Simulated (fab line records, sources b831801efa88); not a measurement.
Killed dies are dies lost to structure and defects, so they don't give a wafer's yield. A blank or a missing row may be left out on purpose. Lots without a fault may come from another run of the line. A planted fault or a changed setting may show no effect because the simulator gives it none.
Which tool did it? | flow gf180mcu | 6 lots, 18 wafers sampled, at 2 steps of a route of 602

WHAT THE GAUGES READ, wafer by wafer
GF_MVSD_OVL_MEAS_07.
lot  | measured     | on         | MVSD_OVL (nm)
L520 | day 5 10:26  | overlay-01 | 0.1 -1.3 0.1
L522 | day 5 21:22  | overlay-02 | -2.4 -1.1 -0.5
L525 | day 6 12:38  | overlay-01 | -1.3 -2.0 -0.6
L528 | day 7 05:16  | overlay-01 | -0.6 -0.2 -1.6
L535 | day 9 10:29  | overlay-02 | - - -
L538 | day 10 04:17 | overlay-01 | -1.4 -2.1 -2.0

WHICH TOOL RAN EACH LOT (tool, then ch and the chambers of the sampled wafers, then the start)
lot  | GF_MVSD_EXPOSE_04
L520 | iline_stepper-02 ch 0, day 5 03:37
L522 | iline_stepper-01 ch 0, day 5 14:17
L525 | iline_stepper-02 ch 0, day 6 06:12
L528 | iline_stepper-02 ch 0, day 6 22:11
L535 | iline_stepper-01 ch 0, day 9 02:17
L538 | iline_stepper-02 ch 0, day 9 19:11
- GF_MVSD_EXPOSE_04: exposes mask MVSD, target cd 1000 nm.

THE ANSWER, worked out from the rows above alone
Rule: what is usual is taken from the lots themselves. Put in order of their means at a reading, lots are off if they are a third of the lots or fewer, leave a main group of 4 or more, and stand apart from it by a gap of 3 or more times the standard deviation of the main group's means; of several such gaps the widest counts. A main group whose means are all the same, to the digits that the tables above print for the reading, isn't used. A lot without any number at a reading at which 4 lots or more have one is off too. The other lots that the step has rows for count as sound.
Off: L535, at GF_MVSD_OVL_MEAS_07 (MVSD_OVL). Without a number there: L535. The main group: mean -1.1 nm, standard deviation 0.5.
A tool fits if, at a process step before that reading, it ran every lot that is off, and no sound lot after the first of them. The gauges at GF_MVSD_OVL_MEAS_07 are tried like those tools. Can't be told from this: 2 tools fit, iline_stepper-01 at GF_MVSD_EXPOSE_04, overlay-02 at GF_MVSD_OVL_MEAS_07.

WHAT THE SIMULATOR HAD PUT IN
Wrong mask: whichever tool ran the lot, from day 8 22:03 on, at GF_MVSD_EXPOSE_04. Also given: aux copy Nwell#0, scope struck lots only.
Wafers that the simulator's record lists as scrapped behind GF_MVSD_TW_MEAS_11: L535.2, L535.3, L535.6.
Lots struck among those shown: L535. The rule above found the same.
